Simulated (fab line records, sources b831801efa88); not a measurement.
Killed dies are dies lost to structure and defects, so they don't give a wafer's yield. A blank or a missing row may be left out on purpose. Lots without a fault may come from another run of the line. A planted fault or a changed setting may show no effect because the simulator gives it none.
A sampling plan put to the test | flow gf180mcu | one fab line, 11 faults that these records tell of, each judged on the records of the lots that it struck
The plan is the line's own looks: the steps of the route at which a gauge or an inspection reads the wafer and doesn't change it. A look can be judged if struck wafers have a number there and the file gives its usual mean and standard deviation on fault-free wafers. Caught: at a look after the fault's first step, the mean of the struck wafers lies 4 or more of those standard deviations (sigma) from the usual mean. On the tool: the same test on the tool's own readings at the fault's steps. Another recipe on the struck wafers, or a record that is blank for them alone, also counts as caught.

THE FAULTS, as the simulator had put them in
1. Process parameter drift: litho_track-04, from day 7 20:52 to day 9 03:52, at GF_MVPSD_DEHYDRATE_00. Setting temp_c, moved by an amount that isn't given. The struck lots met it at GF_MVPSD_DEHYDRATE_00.
2. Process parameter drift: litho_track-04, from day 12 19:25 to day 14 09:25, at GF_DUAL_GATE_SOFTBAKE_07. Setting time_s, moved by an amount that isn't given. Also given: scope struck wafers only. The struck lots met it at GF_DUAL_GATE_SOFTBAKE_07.
3. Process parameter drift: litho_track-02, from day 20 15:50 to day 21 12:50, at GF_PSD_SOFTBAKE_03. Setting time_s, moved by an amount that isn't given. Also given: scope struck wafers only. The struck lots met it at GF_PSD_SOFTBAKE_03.
4. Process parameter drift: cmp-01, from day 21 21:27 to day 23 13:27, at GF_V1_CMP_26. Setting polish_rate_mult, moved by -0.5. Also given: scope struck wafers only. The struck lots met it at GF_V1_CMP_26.
5. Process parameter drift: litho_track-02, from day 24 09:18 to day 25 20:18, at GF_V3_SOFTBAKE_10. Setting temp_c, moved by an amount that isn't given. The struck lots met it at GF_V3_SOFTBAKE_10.
6. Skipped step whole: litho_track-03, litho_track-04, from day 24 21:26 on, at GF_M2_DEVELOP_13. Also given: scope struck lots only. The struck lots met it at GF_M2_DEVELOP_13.
7. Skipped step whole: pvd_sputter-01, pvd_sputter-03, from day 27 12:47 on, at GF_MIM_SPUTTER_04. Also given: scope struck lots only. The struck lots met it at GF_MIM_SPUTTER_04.
8. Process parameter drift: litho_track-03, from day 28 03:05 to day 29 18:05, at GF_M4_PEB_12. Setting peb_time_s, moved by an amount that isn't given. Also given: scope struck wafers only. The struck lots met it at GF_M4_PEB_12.
9. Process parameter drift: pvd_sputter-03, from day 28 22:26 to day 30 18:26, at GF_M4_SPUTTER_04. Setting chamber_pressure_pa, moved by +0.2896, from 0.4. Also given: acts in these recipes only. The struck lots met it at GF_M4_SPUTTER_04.
10. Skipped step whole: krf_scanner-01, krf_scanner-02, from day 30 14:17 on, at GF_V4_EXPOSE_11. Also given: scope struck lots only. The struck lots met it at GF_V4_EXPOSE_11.
11. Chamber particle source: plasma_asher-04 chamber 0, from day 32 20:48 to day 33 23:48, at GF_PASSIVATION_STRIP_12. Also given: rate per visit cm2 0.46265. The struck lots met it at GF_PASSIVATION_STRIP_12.

WHAT THE PLAN SAW
fault | on the tool itself                               | first look that catches it                   | reading, sigma | median hours from its first step to that look | hours from the fault's start to the first struck lot there | judged looks passed uncaught
1     | heater_power_total_W -20 sigma                   | not the one look that can be judged after it | -              | -                                             | -                                                          | 1
2     | run_length_s +99 or beyond sigma                 | not the one look that can be judged after it | -              | -                                             | -                                                          | 1
3     | heater_power_total_W +69 sigma                   | no look after it can be judged               | -              | -                                             | -                                                          | 0
4     | overpolish_run_s -99 or beyond sigma             | no look after it can be judged               | -              | -                                             | -                                                          | 0
5     | heater_power_total_W +69 sigma                   | GF_V3_CD_MEAS_14                             | cd_nm +14      | 11.5                                          | 19                                                         | 0
6     | the tool's record is blank for the struck wafers | no look after it can be judged               | -              | -                                             | -                                                          | 0
7     | the tool's record is blank for the struck wafers | no look after it can be judged               | -              | -                                             | -                                                          | 0
8     | heater_power_total_W +11 sigma                   | not the one look that can be judged after it | -              | -                                             | -                                                          | 1
9     | chamber_pressure_pa +99 or beyond sigma          | no look after it can be judged               | -              | -                                             | -                                                          | 0
10    | no reading that can be judged                    | no look after it can be judged               | -              | -                                             | -                                                          | 0
11    | under 2 sigma                                    | no look after it can be judged               | -              | -                                             | -                                                          | 0
A dash: the fault isn't caught, or these records don't give the number.

Caught at a look: 1 of 11. Caught on the tool: 9 of 11. By one or the other: 9 of 11.
Caught on the tool alone: faults 1, 2, 3, 4, 6, 7, 8, 9.
Caught by neither: faults 10, 11.

THINNER SAMPLING
If the look that catches a fault measured only every second or every third lot, by lot number, the first struck lot would be measured this late in the worst case:
fault | struck lots at that look, in order of time | every lot | every second lot | every third lot
5     | L511, L512                                 | 19 h      | 23 h             | may miss all 2
Hours are from the fault's start to the first struck lot that is measured. The limit of 4 sigma was tested on all struck wafers together, so one lot alone may lie under it. Other struck lots may not be in these records.

THE LONGEST TIMED WAY FROM STEP TO LOOK
Fault 5: a median of 11.5 hours passes between GF_V3_SOFTBAKE_10 and GF_V3_CD_MEAS_14. No look between them can be judged.
